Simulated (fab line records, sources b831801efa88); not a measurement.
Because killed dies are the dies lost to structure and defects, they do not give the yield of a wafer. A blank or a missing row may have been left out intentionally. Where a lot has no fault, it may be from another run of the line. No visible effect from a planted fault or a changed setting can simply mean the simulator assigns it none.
One fault through the eyes of 2 desks	flow gf180mcu	what lay behind the numbers comes last; until then each desk has only its own

== TOOL OWNER'S DESK, hdpcvd-01 ==
The tool's own readings at GF_CONTACT_CVD_00 (deposits SiO2, target thk 300 nm, time 50 s): means of the sampled wafers that have a number, for each lot that ran on this tool. Marked OUT: a lot whose mean sits more than 4 standard deviations from the usual mean, which makes it out of limits; the brackets give that distance.
Columns: A = sih4_flow_sccm at GF_CONTACT_CVD_00, usual 60.04 sccm
lot	first seen here	A
L339	day 15 19:48	60.05
L343	day 17 09:41	59.95
L344	day 17 18:38	60.00
L347	day 18 14:03	60.15
L346	day 18 15:36	59.97
L348	day 18 23:20	59.94
L356	day 21 22:12	60.20
L357	day 22 03:31	51.04 (-53) OUT
L358	day 22 15:22	50.96 (-53) OUT
L360	day 23 09:40	51.12 (-52) OUT
This desk's finding: out of limits on L357, L358, L360; first on L357, day 22 03:31 (sih4_flow_sccm at GF_CONTACT_CVD_00). Within limits: L339, L343, L344, L347, L346, L348, L356.

== AT THE METROLOGY DESK ==
Lot by lot, what the gauges showed, no matter which tool ran the lot: averages of those sampled wafers that carry a number. Marked OUT: a lot whose mean sits more than 4 standard deviations from the usual mean, which makes it out of limits; the brackets give that distance.
Columns: A = CONTACT_CVD_00_THK at GF_CONTACT_THK_MEAS_01, usual 301 nm; B = CONTACT_OVL at GF_CONTACT_OVL_MEAS_15, usual 3 nm
lot	first seen here	A	B
L339	day 15 19:52	300	5
L341	day 16 07:51	300	1
L343	day 17 09:44	299	1
L344	day 17 18:41	305	8
L345	day 18 00:13	298	7
L347	day 18 14:06	298	2
L346	day 18 15:39	305	8
L348	day 18 23:23	301	5
L356	day 21 22:14	296	-4
L357	day 22 03:35	255 (-11) OUT	4
L358	day 22 15:26	257 (-11) OUT	5
L359	day 22 20:22	299	4
L360	day 23 09:43	257 (-11) OUT	5
This desk's result: L357, L358, L360 out of limits, first on L357 (CONTACT_CVD_00_THK at GF_CONTACT_THK_MEAS_01), day 22 03:35. Within limits: L339, L341, L343, L344, L345, L347, L346, L348, L356, L359.

== ALL TOGETHER ==
An alarm could have come from the tool owner's desk at day 22 03:31, on L357, L358, L360.
Metrology desk: alarm possible at day 22 03:35 on L357, L358, L360.
All the named lots went through GF_CONTACT_CVD_00 on hdpcvd-01.

== WHAT THE SIMULATOR PUT IN ==
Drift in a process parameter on hdpcvd-01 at GF_CONTACT_CVD_00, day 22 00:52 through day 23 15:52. A move of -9 in setting sih4_flow_sccm, from 60. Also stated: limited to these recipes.
Shown lots that were struck: L357, L358, L360.
Fault start to first reading out of limits, in hours, per desk: tool owner, 3; metrology, 3.
